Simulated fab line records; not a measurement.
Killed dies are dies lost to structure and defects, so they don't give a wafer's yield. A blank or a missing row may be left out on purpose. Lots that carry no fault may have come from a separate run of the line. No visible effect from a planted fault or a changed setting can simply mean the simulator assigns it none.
Problem report in the 8D (eight disciplines) form, filled by code + flow sky130 + the parts of the form that need people (team, actions taken, sign-off) are left out

1. THE ISSUE
Wafers free of any fault read 1183 nm (standard deviation 15) for VIA2_HDPCVD_THK at SKY_VIA2_THK_MEAS_01, against a mean of 444 nm on 6 wafers of 2 lots. That puts it -49 standard deviations away from the usual mean.
First observed at day 40 03:04: wafer L756.3, on film_metro-04. Wafers with a number at this step in the record: 42, from 14 lots. Rule for "out" (also "out of limits"): further than 4 standard deviations from the usual mean. All remaining wafers that have a number are taken as sound.

2. WHAT IT IS; WHAT IT IS NOT
| question                    | is                           | is not                                                                    |
|-----------------------------|------------------------------|---------------------------------------------------------------------------|
| which readings at this step | VIA2_HDPCVD_THK              | -                                                                         |
| which lots                  | L756, L757                   | L740, L741, L742, L743, L746, L747, L748, L749, L751, L755, L760, L761    |
| which wafers of those lots  | all that have a number       | -                                                                         |
| read on which gauges        | film_metro-02, film_metro-04 | film_metro-01                                                             |
| when                        | from day 40 03:04            | up to then (30 sound wafers); but 6 sound wafers of L760, L761 came after |

3. WHAT RULES OUT EACH SUSPECT
Counting: a tool at a process step up to the reading stays a suspect if it ran every lot that is out and no sound lot after the first of them.
- ruled out: the gauge at SKY_VIA2_THK_MEAS_01. The wafers that are out were read on 2 gauges (film_metro-02, film_metro-04).
- hdpcvd-01 at SKY_VIA2_HDPCVD_00 (deposits SiO2, target thk 1180 nm, time 196.7 s): kept. It ran every lot that is out, first L756 (day 40 02:55), and no sound lot after that; its last sound lot up to then is L749 (day 38 02:28).
Left after counting: hdpcvd-01 at SKY_VIA2_HDPCVD_00.

4. THE CAUSE (what the simulator had put in)
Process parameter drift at SKY_VIA2_HDPCVD_00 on hdpcvd-01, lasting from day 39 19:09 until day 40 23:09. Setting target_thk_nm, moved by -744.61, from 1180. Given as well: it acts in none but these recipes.
This tool alone remained once counting was done.

5. THE CHAIN OF EFFECTS, in route order
Each row: a reading where the mean over the struck wafers with a number is more than 3 standard deviations away from the usual. Only readings whose record carries a usual standard deviation are examined. hours: median over the lots of the time between each lot's start at the first step of this table that gives one and its start at this step. sigmas: the change, counted in usual standard deviations.
| hours | step                 | reading         | usual      | on struck wafers | change | sigmas |
|-------|----------------------|-----------------|------------|------------------|--------|--------|
| 0     | SKY_VIA2_THK_MEAS_01 | VIA2_HDPCVD_THK | 1183 nm    | 444              | -738   | -49    |
| 25    | SKY_VIA2_ETCH_15     | oes_product_au  | 0.940 a.u. | 0.885            | -0.055 | -12    |
Its process steps:
- SKY_VIA2_ETCH_15: etches SiO2 in C4F8/O2/Ar, stops on TiN, target depth 546 nm, time 84 s.

6. HOW IT WOULD HAVE BEEN CAUGHT EARLIER
Counted from the fault's start at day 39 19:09, it took 8 hours until the first out-of-limits reading at a measuring or inspecting step in this record, taken at day 40 03:04.
Lots out: 2; of these, L757 started SKY_VIA2_HDPCVD_00 on hdpcvd-01 after day 40 03:04. It would have been spared by a hold on the tool at that moment.
